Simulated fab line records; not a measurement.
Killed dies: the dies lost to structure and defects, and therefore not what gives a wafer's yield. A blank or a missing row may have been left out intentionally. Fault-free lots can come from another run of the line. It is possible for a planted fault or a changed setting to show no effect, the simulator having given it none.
Which tool did it?    flow sky130    24 lots, 72 wafers sampled, at 5 steps of a route of 708

WHAT THE GAUGES SHOWED, per wafer
SKY_CAP2M_THK_MEAS_01.
lot   measured      on             CAP2M_CVD_00_THK (nm)
L074  day 39 11:43  film metro-02  15.27 15.42 15.68
L075  day 39 17:33  film metro-03  15.29 15.41 15.53
L076  day 40 02:10  film metro-04  15.03 15.32 15.27
L077  day 40 10:01  film metro-03  15.46 15.28 15.49
L078  day 40 19:47  film metro-03  15.14 15.41 15.51
L079  day 41 01:57  film metro-04  15.25 15.22 15.06
L080  day 41 09:19  film metro-03  15.51 15.30 15.52
L081  day 41 20:42  film metro-02  15.65 15.39 15.78
L082  day 42 14:42  film metro-04  15.06 15.15 15.09
L085  day 43 03:12  film metro-04  15.12 15.38 15.46
L084  day 43 04:34  film metro-04  15.32 15.21 15.50
L083  day 43 06:20  film metro-04  15.39 15.22 15.29
L086  day 43 13:56  film metro-02  15.47 15.41 15.66
L087  day 43 13:59  film metro-03  15.15 15.27 15.29
L088  day 43 17:28  film metro-04  15.44 15.49 15.48
L089  day 44 02:57  film metro-02  15.67 15.76 15.72
L090  day 44 08:49  film metro-03  15.60 15.44 15.72
L091  day 44 10:38  film metro-04  15.33 15.49 15.59
L092  day 45 03:10  film metro-03  15.50 15.21 15.43
L093  day 45 04:34  film metro-04  15.18 15.58 15.52
L094  day 45 05:25  film metro-03  15.16 15.71 15.20
L095  day 45 12:13  film metro-02  15.46 15.84 15.61
L096  day 45 20:01  film metro-04  15.07 15.58 15.56
L097  day 46 01:52  film metro-04  15.36 15.38 15.62

WHICH TOOL RAN EACH LOT (tool, then ch and the chambers of the sampled wafers, then the start)
lot   SKY_VIA1_CMP_02                SKY_METAL2_SPUTTER_03         SKY_METAL2_DESCUM_17               SKY_VIA3_CMP_02
L074  cmp-02 ch 1,2, day 32 13:09    pvd sputter-02, day 33 18:32  rie metal-01 ch 0,1, day 34 21:37  cmp-01 ch 2,3, day 38 08:32
L075  cmp-01 ch 0,1,3, day 32 18:12  pvd sputter-01, day 33 23:20  rie metal-03 ch 0,1, day 35 02:04  cmp-02 ch 0,2,3, day 38 14:16
L076  cmp-01 ch 2,3, day 33 06:02    pvd sputter-02, day 34 10:58  rie metal-03 ch 0,1, day 35 13:57  cmp-01 ch 0,2,3, day 39 00:00
L077  cmp-02 ch 1,2,3, day 33 12:50  pvd sputter-04, day 34 17:57  rie metal-01 ch 0,1, day 35 21:07  cmp-01 ch 0,1,3, day 39 07:31
L078  cmp-02 ch 1,3, day 33 23:46    pvd sputter-01, day 35 04:36  rie metal-01 ch 0,1, day 36 08:07  cmp-01 ch 0,3, day 39 17:58
L079  cmp-01 ch 1,2,3, day 34 06:46  pvd sputter-01, day 35 10:48  rie metal-02 ch 0,1, day 36 14:04  cmp-02 ch 1,2,3, day 40 00:03
L080  cmp-02 ch 0,1,3, day 34 15:52  pvd sputter-02, day 35 20:39  rie metal-03 ch 0, day 36 23:49    cmp-01 ch 0,3, day 40 06:47
L081  cmp-02 ch 0,1, day 35 02:41    pvd sputter-02, day 36 07:36  rie metal-01 ch 0,1, day 37 10:55  cmp-01 ch 0,2,3, day 40 18:30
L082  cmp-01 ch 0,1,3, day 36 02:43  pvd sputter-02, day 37 06:06  rie metal-01 ch 1, day 38 07:52    cmp-01 ch 2,3, day 41 12:46
L085  cmp-01 ch 0,1,3, day 36 10:04  pvd sputter-04, day 37 14:54  rie metal-03 ch 0,1, day 38 19:07  cmp-02 ch 0,1,2, day 42 01:58
L084  cmp-02 ch 2,3, day 36 17:08    pvd sputter-02, day 37 20:51  rie metal-03 ch 0,1, day 38 21:55  cmp-01 ch 1,3, day 42 03:35
L083  cmp-01 ch 0,2, day 36 18:05    pvd sputter-02, day 37 21:35  rie metal-02 ch 0,1, day 38 23:10  cmp-01 ch 0,1, day 42 05:52
L086  cmp-01 ch 0,2,3, day 37 01:54  pvd sputter-02, day 38 05:30  rie metal-01 ch 1, day 39 05:38    cmp-02 ch 1,3, day 42 12:41
L087  cmp-01 ch 1,2, day 37 03:10    pvd sputter-04, day 38 06:30  rie metal-03 ch 0,1, day 39 07:32  cmp-02 ch 0,1, day 42 12:56
L088  cmp-01 ch 1,3, day 37 07:58    pvd sputter-02, day 38 10:28  rie metal-01 ch 1, day 39 11:52    cmp-02 ch 1,2, day 42 16:29
L089  cmp-01 ch 0,2,3, day 37 18:02  pvd sputter-04, day 38 20:58  rie metal-02 ch 0,1, day 39 22:29  cmp-02 ch 1,2,3, day 43 01:59
L090  cmp-02 ch 0,3, day 38 00:19    pvd sputter-04, day 39 03:39  rie metal-03 ch 0,1, day 40 04:31  cmp-02 ch 0,2, day 43 08:47
L091  cmp-02 ch 0,2,3, day 38 03:32  pvd sputter-04, day 39 05:49  rie metal-03 ch 0,1, day 40 07:34  cmp-02 ch 0,3, day 43 10:47
L092  cmp-01 ch 0,1, day 38 22:16    pvd sputter-04, day 40 00:54  rie metal-02 ch 1, day 41 01:22    cmp-02 ch 1,3, day 44 03:34
L093  cmp-01 ch 0,1,2, day 38 23:36  pvd sputter-04, day 40 01:35  rie metal-03 ch 0,1, day 41 02:01  cmp-01 ch 1,2,3, day 44 04:19
L094  cmp-02 ch 2,3, day 38 23:52    pvd sputter-02, day 40 02:14  rie metal-02 ch 0,1, day 41 02:38  cmp-01 ch 0,1, day 44 04:52
L095  cmp-01 ch 0,2, day 39 08:10    pvd sputter-04, day 40 10:16  rie metal-01 ch 1, day 41 10:40    cmp-01 ch 0,1,2, day 44 12:37
L096  cmp-02 ch 0,2,3, day 39 16:04  pvd sputter-02, day 40 18:27  rie metal-03 ch 0,1, day 41 18:19  cmp-02 ch 0,1,2, day 44 20:15
L097  cmp-02 ch 0,3, day 40 00:56    pvd sputter-02, day 41 02:55  rie metal-02 ch 1, day 42 03:14    cmp-01 ch 0,2,3, day 45 03:07
- SKY_VIA1_CMP_02: polishes SiO2.
- SKY_METAL2_SPUTTER_03: material Ti, target thk 5 nm, time 3.3 s.
- SKY_METAL2_DESCUM_17: chemistry O2, time 8 s.
- SKY_VIA3_CMP_02: polishes SiO2.

AS READ BY THE TOOLS THEMSELVES (means over the sampled wafers that have a number; for cases with no such wafer, the mark the record gives instead)
SKY_VIA1_CMP_02.
lot   tool    motor current A (A)  platen rpm (rpm)  slurry flow ml min
L074  cmp-02  12.4                 60.00             150.1
L075  cmp-01  11.3                 59.99             150.2
L076  cmp-01  11.5                 59.95             150.3
L077  cmp-02  12.5                 59.98             149.9
L078  cmp-02  13.6                 60.02             149.9
L079  cmp-01  11.9                 60.01             149.9
L080  cmp-02  13.4                 59.98             150.2
L081  cmp-02  14.8                 60.01             150.3
L082  cmp-01  11.1                 59.99             150.3
L085  cmp-01  11.6                 59.98             150.2
L084  cmp-02  11.1                 60.03             150.4
L083  cmp-01  12.3                 59.98             149.8
L086  cmp-01  12.3                 60.02             150.2
L087  cmp-01  11.4                 60.01             150.2
L088  cmp-01  11.2                 59.98             149.8
L089  cmp-01  11.7                 60.02             150.4
L090  cmp-02  13.9                 59.97             150.2
L091  cmp-02  12.5                 60.01             149.9
L092  cmp-01  10.9                 60.01             150.0
L093  cmp-01  11.4                 59.98             149.9
L094  cmp-02  11.2                 60.02             149.8
L095  cmp-01  12.5                 60.02             149.7
L096  cmp-02  12.1                 59.97             149.6
L097  cmp-02  12.3                 59.96             150.0

SKY_METAL2_SPUTTER_03.
lot   tool            throttle valve pct (%)
L074  pvd sputter-02  30.4
L075  pvd sputter-01  31.1
L076  pvd sputter-02  30.5
L077  pvd sputter-04  29.4
L078  pvd sputter-01  30.4
L079  pvd sputter-01  30.5
L080  pvd sputter-02  30.5
L081  pvd sputter-02  30.7
L082  pvd sputter-02  30.4
L085  pvd sputter-04  29.4
L084  pvd sputter-02  30.9
L083  pvd sputter-02  30.2
L086  pvd sputter-02  30.3
L087  pvd sputter-04  30.4
L088  pvd sputter-02  30.4
L089  pvd sputter-04  29.5
L090  pvd sputter-04  29.5
L091  pvd sputter-04  29.3
L092  pvd sputter-04  30.2
L093  pvd sputter-04  30.2
L094  pvd sputter-02  30.5
L095  pvd sputter-04  28.5
L096  pvd sputter-02  30.7
L097  pvd sputter-02  30.3

SKY_METAL2_DESCUM_17.
lot   tool          drypump motor current A (A)  oes product au (a.u.)
L074  rie metal-01  5.4                          1.009
L075  rie metal-03  5.5                          1.009
L076  rie metal-03  5.5                          1.011
L077  rie metal-01  5.4                          1.014
L078  rie metal-01  5.4                          1.020
L079  rie metal-02  6.4                          1.003
L080  rie metal-03  5.4                          0.996
L081  rie metal-01  5.7                          0.996
L082  rie metal-01  6.0                          1.001
L085  rie metal-03  5.5                          1.012
L084  rie metal-03  5.5                          1.017
L083  rie metal-02  6.2                          1.008
L086  rie metal-01  6.0                          1.000
L087  rie metal-03  5.5                          1.011
L088  rie metal-01  6.0                          0.997
L089  rie metal-02  6.4                          1.008
L090  rie metal-03  5.5                          1.006
L091  rie metal-03  5.5                          1.021
L092  rie metal-02  6.0                          1.011
L093  rie metal-03  5.5                          1.025
L094  rie metal-02  6.2                          1.006
L095  rie metal-01  6.0                          0.998
L096  rie metal-03  5.5                          1.021
L097  rie metal-02  6.0                          1.007

SKY_VIA3_CMP_02.
lot   tool    motor current A (A)  platen rpm (rpm)  slurry flow ml min
L074  cmp-01  11.9                 60.05             150.4
L075  cmp-02  12.3                 59.99             150.4
L076  cmp-01  12.2                 60.00             150.1
L077  cmp-01  11.3                 59.92             150.2
L078  cmp-01  12.3                 59.97             149.7
L079  cmp-02  12.3                 60.03             149.8
L080  cmp-01  12.0                 60.01             150.3
L081  cmp-01  12.5                 59.97             149.9
L082  cmp-01  11.8                 60.00             149.6
L085  cmp-02  14.0                 60.02             150.3
L084  cmp-01  10.9                 60.03             149.9
L083  cmp-01  11.2                 60.05             149.6
L086  cmp-02  13.5                 60.00             150.0
L087  cmp-02  14.7                 59.97             150.1
L088  cmp-02  14.0                 60.02             150.3
L089  cmp-02  12.2                 59.99             149.9
L090  cmp-02  14.0                 60.01             150.0
L091  cmp-02  12.1                 59.94             150.0
L092  cmp-02  12.2                 60.03             149.4
L093  cmp-01  10.8                 60.00             150.1
L094  cmp-01  11.6                 60.03             149.4
L095  cmp-01  11.2                 60.00             149.5
L096  cmp-02  14.1                 60.01             150.6
L097  cmp-01  11.8                 60.02             150.0

THE ANSWER, worked out from the rows above alone
Rule: what is usual is taken from the lots themselves. Put in order of their means at a reading, lots are off if they are a third of the lots or fewer, leave a main group of 4 or more, and stand apart from it by a gap of 3 or more times the standard deviation of the main group's means; of several such gaps the widest counts. The tables above print the reading to a certain number of digits; a main group whose means all agree to those digits is not used. Also off: a lot with no number at a reading for which 4 or more lots have one. The other lots that the step has rows for count as sound. After the gauges, taken in route order, come the tools' own readings; for these a lot's mean is taken, as printed above. At the first step where some lot is off, the reading lying furthest off is the one used; lots without a number count as furthest.
None of the lots is off at any reading shown; this tells nothing.

WHAT THE SIMULATOR PUT IN
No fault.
